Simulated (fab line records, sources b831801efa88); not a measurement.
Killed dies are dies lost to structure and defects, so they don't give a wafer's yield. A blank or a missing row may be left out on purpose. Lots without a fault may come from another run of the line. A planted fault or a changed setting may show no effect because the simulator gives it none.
fab line records | flow gf180mcu
record lots=5 wafers=15 last_day=34
route steps=602 shown M2@376 V2@382 M3@409
lots that met no fault: from a run of the same line without faults
start_h: hours from the record's first day to the start of the lot's first wafer shown | wait_h: hours since the lot's step before | " the same as in the row above | L1.1+2: a row that stands for several wafers | - no value, or no start given | * or withheld: withheld | < > ~ a bound
route shown NAME@n: a module of which the file shows steps, and the number in the route of the first | usual: mean/standard deviation of fault-free wafers | same: alike in all rows | chamber/n: place in a boat | sites: the reading at each site | _std_site: their standard deviation | _edge_site: outer sites' mean less inner sites' | radius_mm: how far each site lies from the wafer's centre | mask NAME#n: copy n | behind: the tool/chamber that last shaped the wafer | hold: why the lot was held/for how many hours/how that ended | device: the transistor (n, p or np) that didn't switch | end of line: the same wafers' tests at the end of the route | a step without rows: its recipe alone | killed: dies lost to structure and defects at the first sort, not the wafer's yield | map: a wafer's dies, x killed, . not, _ none there
set.NAME: the setting as run; set.NAME@STEP: as run at that earlier step | model.NAME: the simulator's own value behind a step, which no gauge read
lots at some steps of the route; a table a step, a row a wafer
services: from which hour (start_h, from the record's first day; less than 0 if before it) a tool's chamber was out of use, for how many hours, and why
## steps
# step GF_M2_CD_MEAS_14
# recipe target_cd_nm=280
# usual cd_nm=280.0/1.2
# columns lot.wafer tool chamber start_h wait_h cd_nm
L078.2 cd_sem-02 - 490.69 0.1 279.2
L078.3 " - " " 278.2
L078.6 " - " " 279.1
L087.1 cd_sem-01 - 552.82 0.1 281.1
L087.4 " - " " 280.1
L087.6 " - " " 281.2
L090.2 cd_sem-02 - 581.59 0.1 279.7
L090.4 " - " " 278.7
L090.5 " - " " 278.4
L093.3 cd_sem-01 - 602.91 0.1 281.1
L093.4 " - " " 280.4
L093.5 " - " " 280.5
L095.1 cd_sem-02 - 618.93 0.1 281.5
L095.3 " - " " 282.2
L095.5 " - " " 281.1
# step GF_M2_OVL_MEAS_15
# usual M2_OVL=-6/5.4
# columns lot.wafer tool chamber start_h wait_h M2_OVL[nm]
L078.2 overlay-01 - 490.80 0.1 -2
L078.3 " - " " 0
L078.6 " - " " -3
L087.1 overlay-02 - 552.94 0.1 -1
L087.4 " - " " -7
L087.6 " - " " -11
L090.2 overlay-02 - 581.70 0.1 -12
L090.4 " - " " -10
L090.5 " - " " -11
L093.3 overlay-01 - 603.00 0.1 -16
L093.4 " - " " -11
L093.5 " - " " -12
L095.1 overlay-02 - 619.05 0.1 -3
L095.3 " - " " -6
L095.5 " - " " 1
# step GF_M2_METAL_ETCH_16
# recipe chemistry=Cl2/BCl3 mask_material=KrF target_depth_nm=750.8 stop_on=SiO2 pressure_mtorr=8 icp_w=800 bias_w=140 Cl2_flow_sccm=80 bcl3_flow_sccm=40 time_s=125.1
# usual drypump_motor_current_A=5.7/0.64 he_backside_leak_sccm=3.3/0.35 oes_product_au=0.990/0.0067 throttle_valve_pct=28.230/0.01
# columns lot.wafer tool chamber start_h wait_h drypump_motor_current_A he_backside_leak_sccm oes_product_au rf_hours_counter_h throttle_valve_pct
L078.2 rie_metal-02 1 490.87 0.1 6.2 3.7 0.996 - 28.221
L078.3 " 1 " " 6.2 3.6 0.995 - 28.219
L078.6 " 1 " " 6.2 3.8 0.992 - 28.238
L087.1 rie_metal-02 1 552.98 0.0 6.2 3.4 0.990 9 28.216
L087.4 " 0 " " 5.8 3.2 0.980 - 28.236
L087.6 " 1 " " 6.2 3.5 0.998 - 28.211
L090.2 rie_metal-03 0 581.73 0.0 4.8 3.3 0.988 6 28.235
L090.4 " 1 " " 6.5 3.0 0.975 - 28.236
L090.5 " 0 " " 4.8 3.2 0.987 - 28.227
L093.3 rie_metal-04 0 603.07 0.1 6.1 3.4 0.991 - 28.224
L093.4 " 1 " " 4.9 3.3 0.993 - 28.214
L093.5 " 1 " " 4.8 3.4 0.992 - 28.227
L095.1 rie_metal-03 1 619.09 0.0 6.5 3.3 0.979 2 28.230
L095.3 " 1 " " 6.5 3.2 0.981 - 28.244
L095.5 " 0 " " 4.8 3.2 0.986 - 28.231
# step GF_M2_STRIP_17
# recipe chemistry=O2/N2 power_w=1400 pressure_mtorr=1500 platen_temp_c=250 o2_flow_sccm=3000 n2_flow_sccm=300 overash_fraction=0.5
# usual drypump_motor_current_A=6.2/0.4 heater_power_w=336/22 oes_product_au=0.537/0.0048 platen_temp_c=249.99/0.18 strip_time_to_endpoint_s=7.37/0.064
# columns lot.wafer tool chamber start_h wait_h drypump_motor_current_A heater_power_w oes_product_au platen_temp_c rf_hours_counter_h strip_time_to_endpoint_s
L078.2 plasma_asher-01 1 491.09 0.2 6.3 331 0.530 250.07 83 7.27
L078.3 " 0 " " 6.3 350 0.527 249.91 - 7.29
L078.6 " 1 " " 6.3 315 0.533 250.08 - 7.31
L087.1 plasma_asher-03 0 553.11 0.1 6.7 303 0.538 250.05 79 7.37
L087.4 " 0 " " 6.7 314 0.544 249.65 - 7.50
L087.6 " 1 " " 6.6 342 0.541 250.04 - 7.36
L090.2 plasma_asher-02 1 581.86 0.1 5.8 323 0.540 250.04 48 7.37
L090.4 " 1 " " 5.8 315 0.537 249.75 - 7.50
L090.5 " 1 " " 5.7 322 0.540 249.95 - 7.40
L093.3 plasma_asher-02 1 603.19 0.1 5.7 324 0.542 250.11 - 7.39
L093.4 " 0 " " 5.6 360 0.544 249.89 - 7.39
L093.5 " 1 " " 5.8 322 0.535 250.28 - 7.40
L095.1 plasma_asher-03 0 619.22 0.1 6.7 319 0.539 250.26 86 7.47
L095.3 " 1 " " 6.5 348 0.538 250.46 - 7.47
L095.5 " 1 " " 6.6 341 0.535 250.13 - 7.36
# step GF_M2_STRIP_18
# recipe chemistry=post_etch_residue_remover time_s=1200 temp_c=72.5
# columns lot.wafer tool chamber start_h wait_h
L078.2+3+6 wet_bench-03 1 491.19 0.1
L087.1+4+6 wet_bench-04 0 553.21 0.1
L090.2+4+5 wet_bench-02 1 581.96 0.1
L093.3+4+5 wet_bench-02 3 603.26 0.0
L095.1+3+5 wet_bench-02 0 619.32 0.1
# step GF_M2_CLEAN_19
# recipe chemistry=DIW dry=n2_spin
# columns lot.wafer tool chamber start_h wait_h
L078.2+3+6 wet_bench-04 2 491.56 0.0
L087.1+4+6 wet_bench-03 2 553.55 0.0
L090.2+4+5 wet_bench-04 1 582.30 0.0
L093.3+4+5 wet_bench-04 3 603.60 0.0
L095.1+3+5 wet_bench-02 3 619.66 0.0
# step GF_V2_CVD_00
# recipe material=SiO2 target_thk_nm=600 sigma_open_frac=0.3 temp_c=400 time_s=100 sih4_flow_sccm=60 pressure_mtorr=6
# usual sih4_flow_sccm=59.98/0.18
# columns lot.wafer tool chamber start_h wait_h sih4_flow_sccm
L078.2 hdpcvd-01 1 491.74 0.0 60.05
L078.3 " 2 " " 60.07
L078.6 " 2 " " 60.12
L087.1 hdpcvd-02 2 553.64 0.0 60.26
L087.4 " 1 " " 60.41
L087.6 " 2 " " 59.91
L090.2 hdpcvd-02 0 582.40 0.0 60.04
L090.4 " 2 " " 59.64
L090.5 " 1 " " 60.03
L093.3 hdpcvd-01 0 603.69 0.0 60.11
L093.4 " 2 " " 59.97
L093.5 " 1 " " 60.33
L095.1 hdpcvd-01 1 619.75 0.0 59.86
L095.3 " 0 " " 59.85
L095.5 " 2 " " 60.21
# step GF_V2_THK_MEAS_01
# recipe reads=SiO2_of_V2_CVD_00
# usual V2_CVD_00_THK=598/6.6
# columns lot.wafer tool chamber start_h wait_h V2_CVD_00_THK[nm]
L078.2 film_metro-03 - 491.82 0.0 614
L078.3 " - " " 612
L078.6 " - " " 613
L087.1 film_metro-01 - 553.75 0.1 594
L087.4 " - " " 595
L087.6 " - " " 590
L090.2 film_metro-04 - 582.48 0.0 590
L090.4 " - " " 586
L090.5 " - " " 593
L093.3 film_metro-03 - 603.79 0.1 602
L093.4 " - " " 606
L093.5 " - " " 606
L095.1 film_metro-03 - 619.82 0.0 595
L095.3 " - " " 594
L095.5 " - " " 602
# step GF_V2_CVD_02
# recipe material=SiO2 target_thk_nm=850 precursor=TEOS temp_c=400 time_s=94.851 rf_w=600
# usual heater_power_outer_w=363/52 heater_power_w=641/92
# columns lot.wafer tool chamber start_h wait_h heater_power_outer_w heater_power_w
L078.2 pecvd-02 0 491.87 0.0 372 630
L078.3 " 1 " " 307 531
L078.6 " 1 " " 333 563
L087.1 pecvd-04 2 553.81 0.1 406 650
L087.4 " 1 " " 367 610
L087.6 " 2 " " 411 686
L090.2 pecvd-01 0 582.53 0.0 377 668
L090.4 " 2 " " 342 552
L090.5 " 2 " " 352 581
L093.3 pecvd-04 2 603.83 0.0 361 637
L093.4 " 2 " " 389 673
L093.5 " 1 " " 278 499
L095.1 pecvd-04 2 619.88 0.1 331 576
L095.3 " 1 " " 375 630
L095.5 " 2 " " 372 654
# step GF_V2_THK_MEAS_03
# recipe reads=SiO2_of_V2_CVD_02
# usual V2_CVD_02_THK=849/11
# columns lot.wafer tool chamber start_h wait_h V2_CVD_02_THK[nm]
L078.2 film_metro-01 - 491.95 0.0 832
L078.3 " - " " 839
L078.6 " - " " 846
L087.1 film_metro-04 - 553.88 0.0 848
L087.4 " - " " 872
L087.6 " - " " 864
L090.2 film_metro-03 - 582.66 0.1 843
L090.4 " - " " 862
L090.5 " - " " 850
L093.3 film_metro-01 - 603.92 0.1 828
L093.4 " - " " 856
L093.5 " - " " 854
L095.1 film_metro-01 - 619.95 0.0 836
L095.3 " - " " 849
L095.5 " - " " 850
# step GF_V2_CMP_04
# recipe material=SiO2 down_force_psi=4 platen_rpm=60 pad_velocity_m_s=0.94248
# usual head_pressure_psi=3.999/0.0093 motor_current_A=11.9/1 time_to_endpoint_s=83/4.6
# columns lot.wafer tool chamber start_h wait_h head_pressure_psi motor_current_A time_to_endpoint_s
L078.3 cmp-02 3 492.00 0.0 4.003 11.5 75
L078.2 " 0 " " 3.992 12.0 70
L078.6 " 3 " " 3.991 10.9 76
L087.1 cmp-02 3 553.94 0.1 4.009 10.9 83
L087.4 " 0 " " 4.005 11.6 92
L087.6 " 0 " " 4.022 12.1 86
L090.2 cmp-02 0 583.19 0.5 3.996 11.9 82
L090.4 " 1 " " 3.996 14.4 85
L090.5 " 1 " " 3.999 13.6 84
L093.3 cmp-01 1 604.06 0.1 3.997 11.1 76
L093.4 " 2 " " 4.006 10.5 86
L093.5 " 3 " " 3.986 12.4 87
L095.3 cmp-01 3 620.06 0.1 3.989 12.2 87
L095.1 " 1 " " 4.000 10.8 82
L095.5 " 3 " " 3.993 13.0 86
# step GF_V2_BOW_MEAS_05
# recipe mode=bow
# usual V2_BOW=101/8.1
# columns lot.wafer tool chamber start_h wait_h V2_BOW[um]
L078.2 film_metro-04 - 492.32 0.2 113
L078.3 " - " " 93
L078.6 " - " " 116
L087.1 film_metro-01 - 554.24 0.2 93
L087.4 " - " " 91
L087.6 " - " " 87
L090.2 film_metro-03 - 583.51 0.3 84
L090.4 " - " " 82
L090.5 " - " " 89
L093.3 film_metro-01 - 604.30 0.2 105
L093.4 " - " " 93
L093.5 " - " " 96
L095.1 film_metro-01 - 620.31 0.1 102
L095.3 " - " " 101
L095.5 " - " " 100
# step GF_V2_DEHYDRATE_06
# recipe temp_c=200 time_s=60
# columns lot.wafer tool chamber start_h wait_h
L078.2+3+6 litho_track-03 0 503.70 11.4
L087.1+4+6 litho_track-02 0 564.62 10.4
L090.2+4+5 litho_track-03 0 593.80 10.3
L093.3+4+5 litho_track-03 0 613.62 9.3
L095.1+3+5 litho_track-02 0 629.32 9.0
# step GF_V2_HMDS_07
# recipe prime_time_s=60 prime_temp_c=120
# columns lot.wafer tool chamber start_h wait_h
L078.2+3+6 litho_track-03 0 503.85 0.1
L087.1+4+6 litho_track-02 0 564.77 0.1
L090.2+4+5 litho_track-03 0 593.95 0.1
L093.3+4+5 litho_track-03 0 613.77 0.1
L095.1+3+5 litho_track-02 0 629.47 0.1
# step GF_V2_COAT_08
# recipe resist=BARC temp_c=withheld time_s=withheld spin_rpm=withheld resist_thk_nm=withheld
# columns lot.wafer tool chamber start_h wait_h
L078.2+3+6 litho_track-03 0 504.00 0.1
L087.1+4+6 litho_track-02 0 564.92 0.1
L090.2+4+5 litho_track-03 0 594.10 0.1
L093.3+4+5 litho_track-03 0 613.92 0.1
L095.1+3+5 litho_track-02 0 629.62 0.1
# step GF_V2_COAT_09
# recipe resist=KrF spin_rpm=withheld resist_thk_nm=1000
# columns lot.wafer tool chamber start_h wait_h
L078.2+3+6 litho_track-03 0 - -
L087.1+4+6 litho_track-02 0 - -
L090.2+4+5 litho_track-03 0 - -
L093.3+4+5 litho_track-03 0 - -
L095.1+3+5 litho_track-02 0 - -
# step GF_V2_SOFTBAKE_10
# recipe temp_c=130 time_s=60 resist=KrF
# columns lot.wafer tool chamber start_h wait_h
L078.2+3+6 litho_track-03 0 - -
L087.1+4+6 litho_track-02 0 - -
L090.2+4+5 litho_track-03 0 - -
L093.3+4+5 litho_track-03 0 - -
L095.1+3+5 litho_track-02 0 - -
# step GF_V2_EXPOSE_11
# recipe mask_id=Via2 target_cd_nm=260 na=0.68 source_shape=conventional sigma_outer=0.6 dose_mj=38
# columns lot.wafer tool chamber start_h wait_h mask
L078.2+3+6 krf_scanner-02 0 - - Via2#0
L087.1+4+6 krf_scanner-01 0 - - Via2#0
L090.2+4+5 krf_scanner-01 0 - - Via2#0
L093.3+4+5 krf_scanner-02 0 - - Via2#0
L095.1+3+5 krf_scanner-01 0 - - Via2#0
# step GF_V2_PEB_12
# recipe peb_temp_c=135 peb_time_s=90 resist=KrF
# columns lot.wafer tool chamber start_h wait_h
L078.2+3+6 litho_track-02 0 - -
L087.1+4+6 litho_track-02 0 - -
L090.2+4+5 litho_track-02 0 - -
L093.3+4+5 litho_track-02 0 - -
L095.1+3+5 litho_track-03 0 - -
# step GF_V2_DEVELOP_13
# recipe develop_time_s=60 resist=KrF dev_temp_c=21
# usual developer_temp_C=21.00/0.1
# columns lot.wafer tool chamber start_h wait_h developer_temp_C
L078.2 litho_track-02 0 515.70 0.2 21.12
L078.3 " 0 " " 21.17
L078.6 " 0 " " 21.21
L087.1 litho_track-02 0 576.12 0.2 21.00
L087.4 " 0 " " 21.00
L087.6 " 0 " " 21.07
L090.2 litho_track-02 0 604.90 0.2 21.17
L090.4 " 0 " " 21.13
L090.5 " 0 " " 21.00
L093.3 litho_track-02 0 625.02 0.1 21.01
L093.4 " 0 " " 20.80
L093.5 " 0 " " 20.92
L095.1 litho_track-03 0 639.97 0.2 21.10
L095.3 " 0 " " 21.08
L095.5 " 0 " " 21.02
# step GF_V2_CD_MEAS_14
# recipe target_cd_nm=260
# usual cd_nm=260.2/1
# columns lot.wafer tool chamber start_h wait_h cd_nm
L078.2 cd_sem-02 - 515.84 0.1 260.9
L078.3 " - " " 261.3
L078.6 " - " " 262.4
L087.1 cd_sem-01 - 576.27 0.1 259.4
L087.4 " - " " 261.6
L087.6 " - " " 260.9
L090.2 cd_sem-01 - 605.04 0.1 260.9
L090.4 " - " " 260.7
L090.5 " - " " 259.4
L093.3 cd_sem-02 - 625.16 0.1 262.2
L093.4 " - " " 259.8
L093.5 " - " " 260.4
L095.1 cd_sem-01 - 640.12 0.1 258.7
L095.3 " - " " 259.7
L095.5 " - " " 261.2
# step GF_V2_OVL_MEAS_15
# usual V2_OVL=-2/5.7
# columns lot.wafer tool chamber start_h wait_h V2_OVL[nm]
L078.2 overlay-01 - 515.95 0.1 -12
L078.3 " - " " -13
L078.6 " - " " -10
L087.1 overlay-01 - 576.39 0.1 7
L087.4 " - " " 8
L087.6 " - " " 3
L090.2 overlay-01 - 605.15 0.1 -4
L090.4 " - " " -2
L090.5 " - " " -12
L093.3 overlay-01 - 625.25 0.1 1
L093.4 " - " " -1
L093.5 " - " " -7
L095.1 overlay-01 - 640.24 0.1 -4
L095.3 " - " " 0
L095.5 " - " " 0
# step GF_V2_ETCH_16
# recipe chemistry=N2/H2 target_depth_a=withheld overetch_a=withheld time_s=withheld target=BARC ion_energy_ev=200 source_w=500 bias_w=100 pressure_mtorr=30 n2_flow_sccm=100 h2_flow_sccm=200
# usual drypump_motor_current_A=5.6/0.54 oes_product_au=0.855/0.0045 throttle_valve_pct=13.225/0.0096
# columns lot.wafer tool chamber start_h wait_h drypump_motor_current_A oes_product_au throttle_valve_pct
L078.2 rie_diel-02 2 515.98 0.0 5.4 0.855 13.221
L078.3 " 0 " " 5.9 0.856 13.204
L078.6 " 3 " " 5.1 0.853 13.226
L087.1 rie_diel-02 3 576.43 0.0 5.1 0.861 13.213
L087.4 " 0 " " 6.0 0.854 13.221
L087.6 " 3 " " 5.1 0.852 13.220
L090.2 rie_diel-03 3 605.18 0.0 5.9 0.857 13.239
L090.4 " 1 " " 6.3 0.848 13.236
L090.5 " 3 " " 5.9 0.849 13.215
L093.3 rie_diel-01 1 625.28 0.0 5.9 0.854 13.222
L093.4 " 1 " " 5.9 0.849 13.237
L093.5 " 0 " " 6.7 0.858 13.223
L095.1 rie_diel-02 3 640.28 0.0 5.1 0.865 13.219
L095.3 " 2 " " 5.4 0.851 13.218
L095.5 " 0 " " 5.9 0.851 13.227
# step GF_V2_ETCH_17
# recipe chemistry=C4F8/O2/Ar mask_material=KrF target=SiO2 stop_on=TiN source_w=1500 bias_w=1200 pressure_mtorr=40 c4f8_flow_sccm=withheld O2_flow_sccm=6 Ar_flow_sccm=300 time_s=withheld target_depth_a=6300
# usual oes_product_au=0.857/0.0044
# columns lot.wafer tool chamber start_h wait_h oes_product_au
L078.2 rie_diel-02 2 - - 0.857
L078.3 " 0 " " 0.864
L078.6 " 3 " " 0.858
L087.1 rie_diel-02 3 - - 0.859
L087.4 " 0 " " 0.852
L087.6 " 3 " " 0.864
L090.2 rie_diel-03 3 - - 0.857
L090.4 " 1 " " 0.853
L090.5 " 3 " " 0.852
L093.3 rie_diel-01 1 - - 0.855
L093.4 " 1 " " 0.862
L093.5 " 0 " " 0.856
L095.1 rie_diel-02 3 - - 0.858
L095.3 " 2 " " 0.850
L095.5 " 0 " " 0.853
# step GF_V2_STRIP_18
# recipe chemistry=O2/N2 power_w=1400 pressure_mtorr=1500 platen_temp_c=250 o2_flow_sccm=3000 n2_flow_sccm=300 overash_fraction=0.5
# usual drypump_motor_current_A=6.2/0.47 heater_power_w=345/29 oes_product_au=0.591/0.0052 platen_temp_c=250.01/0.17
# columns lot.wafer tool chamber start_h wait_h drypump_motor_current_A heater_power_w oes_product_au platen_temp_c rf_hours_counter_h
L078.2 plasma_asher-04 0 516.11 - 5.3 330 0.595 249.85 7
L078.3 " 0 " " 5.3 335 0.589 250.06 -
L078.6 " 1 " " 6.5 400 0.596 250.13 -
L087.1 plasma_asher-01 1 576.56 - 6.3 310 0.585 249.90 91
L087.4 " 0 " " 6.3 347 0.590 250.00 -
L087.6 " 1 " " 6.2 318 0.586 250.23 -
L090.2 plasma_asher-03 1 605.31 - 6.6 338 0.592 250.12 85
L090.4 " 1 " " 6.6 351 0.591 250.16 -
L090.5 " 0 " " 6.7 315 0.584 249.90 -
L093.3 plasma_asher-03 1 625.44 - 6.5 348 0.595 249.93 -
L093.4 " 0 " " 6.7 307 0.591 249.89 -
L093.5 " 0 " " 6.7 310 0.586 249.98 -
L095.1 plasma_asher-04 1 640.41 - 6.4 400 0.602 249.96 21
L095.3 " 0 " " 5.3 336 0.591 250.21 -
L095.5 " 1 " " 6.4 394 0.589 250.20 -
# step GF_V2_STRIP_19
# recipe chemistry=post_etch_residue_remover time_s=1200 temp_c=72.5
# columns lot.wafer tool chamber start_h wait_h
L078.2+3+6 wet_bench-01 1 516.21 0.1
L087.1+4+6 wet_bench-04 1 576.66 0.1
L090.2+4+5 wet_bench-04 0 605.41 0.1
L093.3+4+5 wet_bench-04 2 625.51 0.0
L095.1+3+5 wet_bench-01 2 640.51 0.1
# step GF_V2_CLEAN_20
# recipe chemistry=DIW dry=n2_spin
# columns lot.wafer tool chamber start_h wait_h
L078.2+3+6 wet_bench-04 0 516.58 0.0
L087.1+4+6 wet_bench-02 2 577.06 0.0
L090.2+4+5 wet_bench-02 2 605.75 0.0
L093.3+4+5 wet_bench-02 0 625.85 0.0
L095.1+3+5 wet_bench-04 1 640.85 0.0
# step GF_V2_SPUTTER_21
# recipe material=Ti target_thk_nm=15 chamber_pressure_pa=5 power_w=2500 substrate_temp_c=200 time_s=80.02
# usual throttle_valve_pct=29.9/1.1
# columns lot.wafer tool chamber start_h wait_h throttle_valve_pct
L078.2 pvd_sputter-03 - 516.67 0.0 28.8
L078.3 " - " " 30.6
L078.6 " - " " 28.2
L087.1 pvd_sputter-02 - 577.15 0.0 29.1
L087.4 " - " " 30.9
L087.6 " - " " 29.1
L090.2 pvd_sputter-04 - 605.84 0.0 30.3
L090.4 " - " " 30.0
L090.5 " - " " 29.6
L093.3 pvd_sputter-02 - 625.94 0.0 29.1
L093.4 " - " " 30.9
L093.5 " - " " 32.1
L095.1 pvd_sputter-04 - 640.95 0.0 31.0
L095.3 " - " " 30.4
L095.5 " - " " 31.2
# step GF_V2_SPUTTER_22
# recipe material=TiN target_thk_nm=10 chamber_pressure_pa=5 power_w=4000 time_s=40
# usual throttle_valve_pct=30.0/1
# columns lot.wafer tool chamber start_h wait_h throttle_valve_pct
L078.2 pvd_sputter-03 - 516.73 0.0 28.6
L078.3 " - " " 30.6
L078.6 " - " " 27.8
L087.1 pvd_sputter-02 - 577.21 0.0 29.2
L087.4 " - " " 30.7
L087.6 " - " " 29.3
L090.2 pvd_sputter-04 - 605.90 0.0 30.3
L090.4 " - " " 29.7
L090.5 " - " " 29.6
L093.3 pvd_sputter-02 - 626.00 0.0 29.0
L093.4 " - " " 31.3
L093.5 " - " " 31.7
L095.1 pvd_sputter-04 - 641.07 0.1 31.1
L095.3 " - " " 29.9
L095.5 " - " " 31.2
# step GF_V2_CVD_23
# recipe material=W target_thk_nm=350 time_s=104.94 temp_c=400 pressure_torr=40
# usual heater_power_outer_w=525/63 heater_power_w=857/96
# columns lot.wafer tool chamber start_h wait_h heater_power_outer_w heater_power_w
L078.2 cvd_w-02 0 516.77 0.0 427 706
L078.3 " 1 " " 511 758
L078.6 " 1 " " 535 753
L087.1 cvd_w-02 1 577.25 0.0 513 782
L087.4 " 0 " " 418 724
L087.6 " 1 " " 519 767
L090.2 cvd_w-01 1 605.94 0.0 515 862
L090.4 " 1 " " 502 860
L090.5 " 1 " " 501 853
L093.3 cvd_w-02 0 626.08 0.1 416 708
L093.4 " 1 " " 531 782
L093.5 " 0 " " 425 708
L095.1 cvd_w-01 1 641.15 0.0 510 871
L095.3 " 0 " " 612 962
L095.5 " 0 " " 596 985
# step GF_V2_RS_MEAS_24
# recipe thk_meas_gauge=four-point-probe reads=W_of_V2_CVD_23+TiN_of_V2_SPUTTER_22+Ti_of_V2_SPUTTER_21
# usual V2_W_RS=0.325/0.0047
# columns lot.wafer tool chamber start_h wait_h V2_W_RS[ohm/sq]
L078.2 film_metro-04 - 516.90 0.1 0.319
L078.3 " - " " 0.324
L078.6 " - " " 0.327
L087.1 film_metro-04 - 577.37 0.1 0.322
L087.4 " - " " 0.326
L087.6 " - " " 0.324
L090.2 film_metro-04 - 606.11 0.1 0.330
L090.4 " - " " 0.328
L090.5 " - " " 0.328
L093.3 film_metro-01 - 626.19 0.1 0.326
L093.4 " - " " 0.323
L093.5 " - " " 0.325
L095.1 film_metro-01 - 641.26 0.1 0.336
L095.3 " - " " 0.323
L095.5 " - " " 0.321
# step GF_V2_THK_MEAS_25
# recipe thk_meas_gauge=xrf reads=W_of_V2_CVD_23
# usual V2_W_THK=357/5.8
# columns lot.wafer tool chamber start_h wait_h V2_W_THK[nm]
L078.2 film_metro-04 - 517.01 0.1 357
L078.3 " - " " 353
L078.6 " - " " 351
L087.1 film_metro-04 - 577.49 0.1 359
L087.4 " - " " 354
L087.6 " - " " 359
L090.2 film_metro-04 - 606.22 0.1 350
L090.4 " - " " 350
L090.5 " - " " 351
L093.3 film_metro-01 - 626.29 0.1 356
L093.4 " - " " 359
L093.5 " - " " 357
L095.1 film_metro-01 - 641.38 0.1 346
L095.3 " - " " 358
L095.5 " - " " 361
# step GF_V2_CMP_26
# recipe stop_on=SiO2 down_force_psi=3.5 platen_rpm=60 t_overpolish_s=15 target_thk_nm=0 pad_velocity_m_s=0.94248
# usual head_pressure_psi=3.500/0.0077 motor_current_A=10.8/0.91 overpolish_run_s=15.000/0.0093 time_to_endpoint_s=88/3.5
# columns lot.wafer tool chamber start_h wait_h head_pressure_psi motor_current_A overpolish_run_s time_to_endpoint_s
L078.3 cmp-02 1 517.06 0.0 3.501 12.6 14.996 78
L078.2 " 2 " " 3.509 11.0 14.998 87
L078.6 " 1 " " 3.508 12.6 14.999 77
L087.1 cmp-01 0 577.55 0.1 3.503 10.1 14.996 88
L087.4 " 2 " " 3.510 10.0 14.995 85
L087.6 " 1 " " 3.512 10.0 15.003 86
L090.2 cmp-01 1 606.44 0.2 3.505 10.7 15.007 89
L090.4 " 3 " " 3.505 11.5 15.014 94
L090.5 " 0 " " 3.512 10.5 15.002 93
L093.4 cmp-01 2 626.36 0.0 3.509 9.5 15.010 92
L093.3 " 0 " " 3.503 10.1 15.000 91
L093.5 " 3 " " 3.503 11.3 14.985 89
L095.3 cmp-01 1 641.44 0.0 3.500 10.3 14.986 93
L095.1 " 0 " " 3.486 10.7 15.001 87
L095.5 " 2 " " 3.507 9.8 15.018 89
# step GF_M3_SPUTTER_00
# recipe material=Ti target_thk_nm=37.5 arriving_ion_energy_ev=80 substrate_temp_c=200 chamber_pressure_pa=2 power_w=4000 time_s=150
# usual throttle_valve_pct=29.8/0.95
# columns lot.wafer tool chamber start_h wait_h throttle_valve_pct
L078.2 pvd_sputter-01 - 517.36 0.2 29.0
L078.3 " - " " 30.5
L078.6 " - " " 30.2
L087.1 pvd_sputter-03 - 577.85 0.2 29.5
L087.4 " - " " 29.2
L087.6 " - " " 30.6
L090.2 pvd_sputter-02 - 606.69 0.2 30.5
L090.4 " - " " 29.2
L090.5 " - " " 30.8
L093.3 pvd_sputter-01 - 626.66 0.1 30.2
L093.4 " - " " 30.5
L093.5 " - " " 28.8
L095.1 pvd_sputter-01 - 641.74 0.1 28.9
L095.3 " - " " 30.5
L095.5 " - " " 29.2
# step GF_M3_SPUTTER_01
# recipe material=TiN target_thk_nm=30 power_w=6500 time_s=25 chamber_pressure_pa=0.4
# usual throttle_valve_pct=29.8/0.95
# columns lot.wafer tool chamber start_h wait_h throttle_valve_pct
L078.2 pvd_sputter-01 - 517.46 0.1 29.1
L078.3 " - " " 30.3
L078.6 " - " " 30.0
L087.1 pvd_sputter-03 - 577.95 0.1 29.5
L087.4 " - " " 29.3
L087.6 " - " " 30.9
L090.2 pvd_sputter-02 - 606.79 0.1 30.3
L090.4 " - " " 29.2
L090.5 " - " " 31.0
L093.3 pvd_sputter-01 - 626.77 0.1 30.1
L093.4 " - " " 30.6
L093.5 " - " " 29.2
L095.1 pvd_sputter-01 - 641.84 0.1 28.7
L095.3 " - " " 30.4
L095.5 " - " " 29.3
# step GF_M3_SPUTTER_02
# recipe material=AlCu target_thk_nm=450 power_w=10600 time_s=23.9 chamber_pressure_pa=0.4
# usual throttle_valve_pct=29.8/0.95
# columns lot.wafer tool chamber start_h wait_h throttle_valve_pct
L078.2 pvd_sputter-01 - 517.49 0.0 29.1
L078.3 " - " " 30.3
L078.6 " - " " 30.1
L087.1 pvd_sputter-03 - 577.98 0.0 29.3
L087.4 " - " " 29.4
L087.6 " - " " 30.5
L090.2 pvd_sputter-02 - 606.82 0.0 30.3
L090.4 " - " " 28.9
L090.5 " - " " 30.9
L093.3 pvd_sputter-01 - 626.80 0.0 30.1
L093.4 " - " " 30.4
L093.5 " - " " 29.1
L095.1 pvd_sputter-01 - 641.87 0.0 28.6
L095.3 " - " " 30.2
L095.5 " - " " 29.3
# step GF_M3_SPUTTER_03
# recipe material=Ti target_thk_nm=10 substrate_temp_c=300 chamber_pressure_pa=0.3 power_w=3000 time_s=6.7
# usual throttle_valve_pct=29.8/0.91
# columns lot.wafer tool chamber start_h wait_h throttle_valve_pct
L078.2 pvd_sputter-01 - 517.52 0.0 29.2
L078.3 " - " " 30.7
L078.6 " - " " 30.0
L087.1 pvd_sputter-03 - 578.01 0.0 29.3
L087.4 " - " " 29.3
L087.6 " - " " 30.8
L090.2 pvd_sputter-02 - 606.85 0.0 30.1
L090.4 " - " " 29.3
L090.5 " - " " 30.8
L093.3 pvd_sputter-01 - 626.84 0.0 30.0
L093.4 " - " " 30.6
L093.5 " - " " 29.2
L095.1 pvd_sputter-01 - 641.90 0.0 28.6
L095.3 " - " " 30.5
L095.5 " - " " 29.0
## services
# columns tool chamber start_h hours kind
rie_diel-02 3 471.72 9.0 repair
pvd_sputter-01 - 474.95 6.7 repair
pecvd-04 0 481.12 5.4 repair
hdpcvd-01 2 482.24 1.9 repair
cmp-02 - 491.18 0.6 repair
pvd_sputter-02 - 507.27 22.3 repair
cmp-01 - 511.98 0.9 repair
cmp-01 - 524.60 1.3 repair
pvd_sputter-02 - 525.05 1.4 repair
hdpcvd-01 - 539.25 15.0 pm
rie_diel-02 2 539.89 3.0 repair
pvd_sputter-02 - 543.64 8.2 repair
cmp-02 - 549.07 3.7 repair
pvd_sputter-04 - 549.18 17.0 repair
cmp-02 - 554.89 6.3 pm
pecvd-04 - 573.17 1.9 repair
cmp-01 - 573.51 4.0 pm
cmp-01 - 579.10 5.4 pm
cmp-01 - 584.46 3.9 pm
pvd_sputter-02 - 591.56 0.6 repair
rie_diel-02 2 594.71 4.2 repair
pvd_sputter-03 - 609.21 2.7 repair
rie_diel-02 1 614.41 4.7 repair
pvd_sputter-01 - 631.86 8.5 repair
## key
fault none
